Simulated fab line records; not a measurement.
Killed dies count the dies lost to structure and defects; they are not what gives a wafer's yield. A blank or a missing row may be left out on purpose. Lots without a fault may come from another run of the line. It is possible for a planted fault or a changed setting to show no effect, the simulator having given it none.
fab line records | flow sky130
[record] lots = 24 wafers = 72 lastDay = 50
route steps=708 shown LOCAL_INTERCONNECT@387 METAL1@434 VIA2@528 METAL3@534
lots that met no fault: taken from a fault-free run of the same line
startH: hours from the record's first day to the start of the lot's first wafer shown | waitH: time in hours since the lot's previous step | " the same as in the row above | L1.1+2: a single row standing in for several wafers | - no value, or no start given | * or withheld: withheld | < > ~ a bound
route shown NAME@n: names a module that has steps shown in the file, with the first one's number in the route | usual: mean/standard deviation of fault-free wafers | same: alike in all rows | chamber/n: place in a boat | sites: per-site readings | _std_site: the standard deviation of these | _edge_site: mean of outer sites minus mean of inner sites | radiusMm: for every site, how far away it sits from the centre of the wafer | mask NAME#n: copy n | behind: the last tool/chamber to shape the wafer | hold: cause of the lot's hold/its duration in hours/its outcome | device: names the non-switching transistor (n, p or np) | end of line: at the end of the route, the tests of the same wafers | a step without rows: its recipe alone | killed: dies lost to structure and defects at the first sort, not the wafer's yield | map: per-die view of a wafer (x killed, . not killed, _ where there is no die)
set.NAME: setting as actually run; set.NAME@STEP: the setting as run at that earlier step | model.NAME: the simulator's own value behind a step, which no gauge read
the route's steps for a sample of lots (tables are steps, rows are wafers)
services: from which hour (startH, from the record's first day; less than 0 if before it) a tool's chamber was out of use, for how many hours, and why
[[steps]]
[step SKY_LOCAL_INTERCONNECT_SPUTTER_00]
[recipe] material = TiN targetThkNm = 100 tempC = 300 powerW = 6500 timeS = 84.43 chamberPressurePa = 0.4
[usual] throttleValvePct = 29.8/1
// columns lot.wafer tool chamber startH waitH throttleValvePct
L075.1 pvdSputter-04 - 693.10 0.1 28.4
L075.4 " - " " 30.9
L075.6 " - " " 28.4
L074.2 pvdSputter-04 - 699.24 0.2 29.5
L074.3 " - " " 30.6
L074.5 " - " " 28.6
L076.1 pvdSputter-04 - 719.30 0.2 30.5
L076.5 " - " " 28.5
L076.6 " - " " 29.1
L077.1 pvdSputter-03 - 719.94 0.2 30.2
L077.2 " - " " 30.3
L077.4 " - " " 31.9
L079.2 pvdSputter-04 - 726.21 0.2 30.8
L079.4 " - " " 30.8
L079.5 " - " " 30.6
L078.3 pvdSputter-01 - 732.94 0.2 28.5
L078.4 " - " " 28.7
L078.6 " - " " 29.0
L084.2 pvdSputter-04 - 781.79 0.2 30.5
L084.3 " - " " 30.4
L084.6 " - " " 30.5
L082.3 pvdSputter-04 - 784.14 0.1 29.1
L082.4 " - " " 30.9
L082.5 " - " " 31.0
L081.2 pvdSputter-01 - 786.11 0.1 28.8
L081.4 " - " " 28.2
L081.6 " - " " 28.4
L085.3 pvdSputter-03 - 788.98 0.2 31.8
L085.5 " - " " 30.2
L085.6 " - " " 30.1
L087.1 pvdSputter-04 - 789.64 0.2 28.3
L087.3 " - " " 30.8
L087.5 " - " " 30.5
L080.4 pvdSputter-01 - 790.80 0.2 28.5
L080.5 " - " " 29.0
L080.6 " - " " 30.2
L086.2 pvdSputter-01 - 791.74 0.1 28.6
L086.5 " - " " 28.5
L086.6 " - " " 30.3
L088.1 pvdSputter-04 - 793.49 0.2 29.6
L088.2 " - " " 30.7
L088.3 " - " " 30.7
L083.2 pvdSputter-04 - 793.84 0.2 29.1
L083.3 " - " " 30.4
L083.5 " - " " 30.6
L089.1 pvdSputter-03 - 794.25 0.1 31.8
L089.3 " - " " 30.1
L089.6 " - " " 30.6
L090.2 pvdSputter-04 - 798.71 0.1 30.7
L090.3 " - " " 29.1
L090.5 " - " " 30.6
L091.2 pvdSputter-03 - 821.07 0.2 30.4
L091.5 " - " " 32.2
L091.6 " - " " 30.1
L092.1 pvdSputter-04 - 823.34 0.2 29.1
L092.2 " - " " 28.6
L092.5 " - " " 29.1
L093.2 pvdSputter-03 - 823.61 0.1 32.0
L093.3 " - " " 30.0
L093.4 " - " " 30.4
L094.3 pvdSputter-04 - 826.44 0.2 29.5
L094.4 " - " " 30.6
L094.5 " - " " 30.6
L095.1 pvdSputter-01 - 834.52 0.1 30.1
L095.3 " - " " 28.6
L095.5 " - " " 28.2
L096.4 pvdSputter-01 - 846.12 0.1 28.5
L096.5 " - " " 28.8
L096.6 " - " " 28.3
L097.2 pvdSputter-01 - 849.98 0.1 30.1
L097.5 " - " " 30.0
L097.6 " - " " 28.7
[step SKY_LOCAL_INTERCONNECT_RS_MEAS_01]
[recipe] thkMeasGauge = four-point-probe reads = TiN_of_LOCAL_INTERCONNECT_SPUTTER_00
[usual] LOCAL_INTERCONNECT_TIN_RS = 13.95/0.16
// columns lot.wafer tool chamber startH waitH LOCAL_INTERCONNECT_TIN_RS[ohm/sq]
L075.1 filmMetro-01 - 693.17 0.0 13.91
L075.4 " - " " 13.74
L075.6 " - " " 13.82
L074.2 filmMetro-02 - 699.32 0.1 13.95
L074.3 " - " " 13.86
L074.5 " - " " 14.07
L076.1 filmMetro-02 - 719.37 0.0 14.02
L076.5 " - " " 14.12
L076.6 " - " " 13.99
L077.1 filmMetro-01 - 720.00 0.0 14.13
L077.2 " - " " 14.15
L077.4 " - " " 14.27
L079.2 filmMetro-01 - 726.30 0.1 13.99
L079.4 " - " " 13.93
L079.5 " - " " 13.98
L078.3 filmMetro-01 - 733.04 0.1 13.76
L078.4 " - " " 13.91
L078.6 " - " " 13.69
L084.2 filmMetro-02 - 781.87 0.1 14.14
L084.3 " - " " 13.97
L084.6 " - " " 14.18
L082.3 filmMetro-01 - 784.24 0.1 14.21
L082.4 " - " " 14.16
L082.5 " - " " 14.19
L081.2 filmMetro-04 - 786.20 0.1 13.95
L081.4 " - " " 14.05
L081.6 " - " " 14.04
L085.3 filmMetro-02 - 789.08 0.1 14.19
L085.5 " - " " 14.19
L085.6 " - " " 13.91
L087.1 filmMetro-01 - 789.70 0.0 13.95
L087.3 " - " " 13.87
L087.5 " - " " 13.79
L080.4 filmMetro-04 - 790.93 0.1 14.03
L080.5 " - " " 13.75
L080.6 " - " " 13.69
L086.2 filmMetro-04 - 791.82 0.1 14.04
L086.5 " - " " 14.18
L086.6 " - " " 13.92
L088.1 filmMetro-04 - 793.55 0.0 14.17
L088.2 " - " " 14.00
L088.3 " - " " 14.10
L083.2 filmMetro-04 - 793.92 0.1 14.01
L083.3 " - " " 14.04
L083.5 " - " " 14.02
L089.1 filmMetro-01 - 794.32 0.0 13.98
L089.3 " - " " 13.97
L089.6 " - " " 13.94
L090.2 filmMetro-04 - 798.80 0.1 13.91
L090.3 " - " " 14.09
L090.5 " - " " 13.87
L091.2 filmMetro-04 - 821.15 0.1 13.80
L091.5 " - " " 13.90
L091.6 " - " " 13.80
L092.1 filmMetro-01 - 823.40 0.0 13.80
L092.2 " - " " 13.84
L092.5 " - " " 13.74
L093.2 filmMetro-02 - 823.70 0.1 14.22
L093.3 " - " " 13.99
L093.4 " - " " 14.09
L094.3 filmMetro-02 - 826.54 0.1 14.13
L094.4 " - " " 14.02
L094.5 " - " " 13.85
L095.1 filmMetro-01 - 834.58 0.0 13.73
L095.3 " - " " 13.93
L095.5 " - " " 13.80
L096.4 filmMetro-02 - 846.24 0.1 13.91
L096.5 " - " " 13.83
L096.6 " - " " 14.04
L097.2 filmMetro-01 - 850.06 0.1 13.75
L097.5 " - " " 13.72
L097.6 " - " " 13.51
[step SKY_LOCAL_INTERCONNECT_THK_MEAS_02]
[recipe] thkMeasGauge = xrf reads = TiN_of_LOCAL_INTERCONNECT_SPUTTER_00
[usual] LOCAL_INTERCONNECT_TIN_THK = 101.8/1.3
// columns lot.wafer tool chamber startH waitH LOCAL_INTERCONNECT_TIN_THK[nm]
L075.1 filmMetro-01 - 693.29 0.1 101.2
L075.4 " - " " 102.4
L075.6 " - " " 101.7
L074.2 filmMetro-02 - 699.43 0.1 102.3
L074.3 " - " " 102.8
L074.5 " - " " 101.4
L076.1 filmMetro-02 - 719.49 0.1 101.7
L076.5 " - " " 101.6
L076.6 " - " " 102.1
L077.1 filmMetro-01 - 720.12 0.1 99.8
L077.2 " - " " 100.0
L077.4 " - " " 99.5
L079.2 filmMetro-01 - 726.41 0.1 101.5
L079.4 " - " " 101.7
L079.5 " - " " 101.2
L078.3 filmMetro-01 - 733.14 0.1 102.6
L078.4 " - " " 101.6
L078.6 " - " " 103.2
L084.2 filmMetro-02 - 781.98 0.1 100.3
L084.3 " - " " 101.3
L084.6 " - " " 100.3
L082.3 filmMetro-01 - 784.34 0.1 99.2
L082.4 " - " " 99.3
L082.5 " - " " 99.2
L081.2 filmMetro-04 - 786.31 0.1 102.7
L081.4 " - " " 101.8
L081.6 " - " " 102.3
L085.3 filmMetro-02 - 789.18 0.1 100.1
L085.5 " - " " 100.3
L085.6 " - " " 101.7
L087.1 filmMetro-01 - 789.82 0.1 100.8
L087.3 " - " " 101.4
L087.5 " - " " 101.7
L080.4 filmMetro-04 - 791.02 0.1 102.3
L080.5 " - " " 104.3
L080.6 " - " " 105.3
L086.2 filmMetro-04 - 791.93 0.1 102.0
L086.5 " - " " 101.6
L086.6 " - " " 102.9
L088.1 filmMetro-04 - 793.67 0.1 101.1
L088.2 " - " " 102.4
L088.3 " - " " 101.5
L083.2 filmMetro-04 - 794.03 0.1 102.0
L083.3 " - " " 102.1
L083.5 " - " " 102.9
L089.1 filmMetro-01 - 794.44 0.1 100.5
L089.3 " - " " 101.0
L089.6 " - " " 101.2
L090.2 filmMetro-04 - 798.91 0.1 102.9
L090.3 " - " " 101.9
L090.5 " - " " 103.5
L091.2 filmMetro-04 - 821.26 0.1 103.8
L091.5 " - " " 102.4
L091.6 " - " " 103.6
L092.1 filmMetro-01 - 823.52 0.1 102.5
L092.2 " - " " 101.9
L092.5 " - " " 102.5
L093.2 filmMetro-02 - 823.81 0.1 99.8
L093.3 " - " " 101.2
L093.4 " - " " 100.5
L094.3 filmMetro-02 - 826.64 0.1 100.1
L094.4 " - " " 101.1
L094.5 " - " " 102.7
L095.1 filmMetro-01 - 834.70 0.1 102.5
L095.3 " - " " 101.2
L095.5 " - " " 101.6
L096.4 filmMetro-02 - 846.33 0.1 102.2
L096.5 " - " " 102.0
L096.6 " - " " 100.9
L097.2 filmMetro-01 - 850.17 0.1 102.3
L097.5 " - " " 102.1
L097.6 " - " " 104.2
[step SKY_METAL1_SPUTTER_00]
[recipe] material = Ti targetThkNm = 15 powerW = 3000 timeS = 10 chamberPressurePa = 0.4
[usual] throttleValvePct = 29.4/0.87
// columns lot.wafer tool chamber startH waitH throttleValvePct
L075.1 pvdSputter-01 - 751.28 0.1 28.7
L075.4 " - " " 30.0
L075.6 " - " " 28.5
L074.2 pvdSputter-04 - 755.31 0.2 30.8
L074.3 " - " " 30.7
L074.5 " - " " 30.7
L076.1 pvdSputter-04 - 775.20 0.1 30.7
L076.5 " - " " 28.6
L076.6 " - " " 29.2
L077.1 pvdSputter-01 - 775.52 0.2 30.2
L077.2 " - " " 28.4
L077.4 " - " " 28.9
L079.2 pvdSputter-01 - 781.77 0.1 28.8
L079.4 " - " " 30.5
L079.5 " - " " 28.7
L078.3 pvdSputter-04 - 788.40 0.1 30.6
L078.4 " - " " 30.5
L078.6 " - " " 29.2
L084.2 pvdSputter-01 - 837.43 0.1 28.9
L084.3 " - " " 30.1
L084.6 " - " " 30.2
L082.3 pvdSputter-04 - 839.77 0.1 30.7
L082.4 " - " " 30.6
L082.5 " - " " 30.5
L081.2 pvdSputter-01 - 841.44 0.2 28.5
L081.4 " - " " 28.6
L081.6 " - " " 30.2
L085.3 pvdSputter-02 - 844.72 0.2 29.3
L085.5 " - " " 29.9
L085.6 " - " " 29.7
L087.1 pvdSputter-01 - 845.10 0.1 28.6
L087.3 " - " " 29.0
L087.5 " - " " 28.9
L080.4 pvdSputter-02 - 846.70 0.1 30.0
L080.5 " - " " 29.2
L080.6 " - " " 29.8
L086.2 pvdSputter-04 - 847.44 0.1 29.0
L086.5 " - " " 28.4
L086.6 " - " " 30.8
L088.1 pvdSputter-04 - 849.37 0.2 30.7
L088.2 " - " " 30.7
L088.3 " - " " 28.6
L083.2 pvdSputter-04 - 849.68 0.2 30.5
L083.3 " - " " 29.2
L083.5 " - " " 30.6
L089.1 pvdSputter-02 - 850.30 0.2 29.3
L089.3 " - " " 29.6
L089.6 " - " " 29.0
L090.2 pvdSputter-01 - 855.12 0.1 28.8
L090.3 " - " " 28.3
L090.5 " - " " 30.3
L091.2 pvdSputter-04 - 876.21 0.2 28.7
L091.5 " - " " 29.2
L091.6 " - " " 30.7
L092.1 pvdSputter-02 - 879.48 0.1 29.1
L092.2 " - " " 29.8
L092.5 " - " " 28.6
L093.2 pvdSputter-01 - 879.49 0.2 30.4
L093.3 " - " " 28.2
L093.4 " - " " 28.9
L094.3 pvdSputter-04 - 881.34 0.1 29.3
L094.4 " - " " 28.8
L094.5 " - " " 28.6
L095.1 pvdSputter-04 - 889.28 0.1 30.6
L095.3 " - " " 29.2
L095.5 " - " " 29.1
L096.4 pvdSputter-04 - 900.78 0.2 30.9
L096.5 " - " " 28.4
L096.6 " - " " 29.1
L097.2 pvdSputter-01 - 904.68 0.2 28.8
L097.5 " - " " 30.1
L097.6 " - " " 28.6
[step SKY_VIA2_CVD_21]
[recipe] material = W targetThkNm = 420 timeS = 126.4 tempC = 400 pressureTorr = 40
[usual] chamberPressureTorr = 40.00/0.088 heaterPowerW = 862/53
// columns lot.wafer tool chamber startH waitH chamberPressureTorr heaterPowerW
L075.1 cvdW-02 0 860.01 0.0 40.03 893
L075.4 " 1 " " 40.00 825
L075.6 " 1 " " 40.05 817
L074.2 cvdW-01 1 865.82 0.0 39.97 953
L074.3 " 1 " " 39.88 981
L074.5 " 0 " " 40.09 777
L076.1 cvdW-01 1 885.09 0.0 40.01 985
L076.5 " 0 " " 40.07 795
L076.6 " 1 " " 39.76 965
L077.1 cvdW-01 1 885.74 0.0 40.05 936
L077.2 " 0 " " 40.10 781
L077.4 " 1 " " 40.16 956
L079.2 cvdW-02 1 889.36 0.0 40.18 832
L079.4 " 0 " " 40.06 900
L079.5 " 1 " " 40.27 805
L078.3 cvdW-01 1 898.91 0.1 40.04 990
L078.4 " 0 " " 40.00 809
L078.6 " 0 " " 40.08 801
L084.2 cvdW-02 0 942.05 0.0 39.96 923
L084.3 " 0 " " 39.92 924
L084.6 " 0 " " 39.90 893
L082.3 cvdW-02 0 945.80 0.1 40.12 914
L082.4 " 1 " " 39.88 821
L082.5 " 0 " " 40.10 893
L081.2 cvdW-01 1 948.61 0.0 40.05 883
L081.4 " 0 " " 39.97 808
L081.6 " 1 " " 39.94 882
L085.3 cvdW-02 0 951.45 0.1 39.93 907
L085.5 " 1 " " 40.05 828
L085.6 " 0 " " 39.99 880
L087.1 cvdW-02 1 952.36 0.0 39.95 840
L087.3 " 0 " " 39.99 906
L087.5 " 0 " " 39.91 905
L080.4 cvdW-02 0 952.87 0.1 40.00 885
L080.5 " 1 " " 39.78 813
L080.6 " 0 " " 39.99 894
L086.2 cvdW-02 1 954.00 0.0 39.84 834
L086.5 " 1 " " 39.82 854
L086.6 " 0 " " 40.08 893
L088.1 cvdW-02 0 954.95 0.0 39.94 893
L088.2 " 1 " " 39.99 828
L088.3 " 1 " " 39.86 818
L083.2 cvdW-02 1 955.95 0.0 39.78 817
L083.3 " 1 " " 40.10 823
L083.5 " 0 " " 40.02 882
L089.1 cvdW-02 1 956.55 0.2 40.04 825
L089.3 " 1 " " 39.95 842
L089.6 " 0 " " 39.96 885
L090.2 cvdW-01 1 961.34 0.0 39.88 876
L090.3 " 0 " " 39.91 795
L090.5 " 0 " " 39.94 801
L091.2 cvdW-01 0 979.69 0.0 40.06 800
L091.5 " 1 " " 39.98 870
L091.6 " 0 " " 39.92 797
L092.1 cvdW-02 1 983.37 0.0 40.26 824
L092.2 " 0 " " 39.97 905
L092.5 " 1 " " 40.02 820
L093.2 cvdW-02 0 983.97 0.0 39.99 909
L093.3 " 1 " " 40.13 844
L093.4 " 0 " " 40.11 879
L094.3 cvdW-01 0 984.36 0.1 40.04 811
L094.4 " 1 " " 39.98 901
L094.5 " 0 " " 40.10 801
L095.1 cvdW-01 1 991.25 0.0 39.98 900
L095.3 " 1 " " 40.02 864
L095.5 " 1 " " 40.02 894
L096.4 cvdW-02 0 1003.25 0.1 39.96 904
L096.5 " 0 " " 39.93 895
L096.6 " 1 " " 39.93 826
L097.2 cvdW-01 1 1007.97 0.0 39.96 908
L097.5 " 0 " " 40.17 814
L097.6 " 1 " " 39.89 887
[step SKY_METAL3_SPUTTER_02]
[recipe] material = AlCu targetThkNm = 735 powerW = 10600 timeS = 39.1 chamberPressurePa = 0.4
[usual] throttleValvePct = 29.4/0.75
// columns lot.wafer tool chamber startH waitH throttleValvePct
L075.1 pvdSputter-04 - 860.73 0.0 28.4
L075.4 " - " " 30.7
L075.6 " - " " 29.1
L074.2 pvdSputter-01 - 866.48 0.0 30.3
L074.3 " - " " 28.5
L074.5 " - " " 28.4
L076.1 pvdSputter-01 - 885.75 0.0 28.5
L076.5 " - " " 28.7
L076.6 " - " " 28.7
L077.1 pvdSputter-04 - 886.40 0.0 29.3
L077.2 " - " " 30.5
L077.4 " - " " 28.5
L079.2 pvdSputter-01 - 890.02 0.0 28.3
L079.4 " - " " 28.6
L079.5 " - " " 30.1
L078.3 pvdSputter-02 - 899.53 0.0 29.9
L078.4 " - " " 28.7
L078.6 " - " " 28.8
L084.2 pvdSputter-01 - 942.71 0.0 28.6
L084.3 " - " " 28.7
L084.6 " - " " 28.9
L082.3 pvdSputter-04 - 946.42 0.0 30.7
L082.4 " - " " 30.5
L082.5 " - " " 28.8
L081.2 pvdSputter-01 - 949.28 0.0 28.8
L081.4 " - " " 28.7
L081.6 " - " " 28.5
L085.3 pvdSputter-02 - 952.07 0.0 29.4
L085.5 " - " " 29.8
L085.6 " - " " 29.8
L087.1 pvdSputter-01 - 953.05 0.0 30.2
L087.3 " - " " 28.5
L087.5 " - " " 28.5
L080.4 pvdSputter-02 - 953.48 0.0 28.9
L080.5 " - " " 29.2
L080.6 " - " " 29.9
L086.2 pvdSputter-04 - 954.66 0.0 28.5
L086.5 " - " " 28.7
L086.6 " - " " 29.3
L088.1 pvdSputter-04 - 955.61 0.0 30.5
L088.2 " - " " 28.4
L088.3 " - " " 30.6
L083.2 pvdSputter-04 - 956.61 0.0 30.5
L083.3 " - " " 30.6
L083.5 " - " " 28.6
L089.1 pvdSputter-02 - 957.37 0.0 29.6
L089.3 " - " " 29.4
L089.6 " - " " 29.6
L090.2 pvdSputter-01 - 962.00 0.0 28.5
L090.3 " - " " 30.7
L090.5 " - " " 28.5
L091.2 pvdSputter-02 - 980.38 0.0 29.0
L091.5 " - " " 29.6
L091.6 " - " " 29.8
L092.1 pvdSputter-02 - 984.03 0.0 29.5
L092.2 " - " " 29.9
L092.5 " - " " 30.0
L093.2 pvdSputter-02 - 984.62 0.0 29.9
L093.3 " - " " 29.6
L093.4 " - " " 29.3
L094.3 pvdSputter-04 - 984.97 0.0 29.3
L094.4 " - " " 28.5
L094.5 " - " " 28.5
L095.1 pvdSputter-01 - 991.91 0.0 28.5
L095.3 " - " " 28.6
L095.5 " - " " 28.9
L096.4 pvdSputter-02 - 1003.87 0.0 30.1
L096.5 " - " " 29.7
L096.6 " - " " 29.9
L097.2 pvdSputter-04 - 1008.63 0.0 29.3
L097.5 " - " " 28.9
L097.6 " - " " 28.2
[[services]]
// columns tool chamber startH hours kind
pvdSputter-03 - 692.26 12.8 repair
cvdW-01 1 747.50 18.5 repair
pvdSputter-04 1 749.36 - consumableReplace:kit
pvdSputter-04 1 749.36 18.0 scheduledDown
pvdSputter-04 1 749.36 18.0 ventCycle
pvdSputter-04 - 751.19 0.6 repair
cvdW-02 - 799.10 2.8 pm
cvdW-02 - 816.30 1.6 repair
pvdSputter-03 - 816.49 2.2 repair
pvdSputter-02 - 821.41 2.0 repair
pvdSputter-02 - 821.73 11.6 repair
pvdSputter-02 - 822.40 1.7 repair
cvdW-02 - 830.28 6.9 pm
pvdSputter-02 - 869.93 4.5 repair
cvdW-02 - 884.78 1.1 repair
pvdSputter-02 - 901.96 2.5 repair
pvdSputter-04 0 902.14 - consumableReplace:kit
cvdW-01 - 904.00 14.0 pm
pvdSputter-04 - 950.12 4.0 repair
cvdW-01 - 950.70 6.9 pm
pvdSputter-04 - 974.44 1.5 repair
pvdSputter-02 - 990.80 6.4 repair
pvdSputter-04 - 993.63 3.3 repair
cvdW-02 - 994.49 1.2 repair
[[key]]
fault none
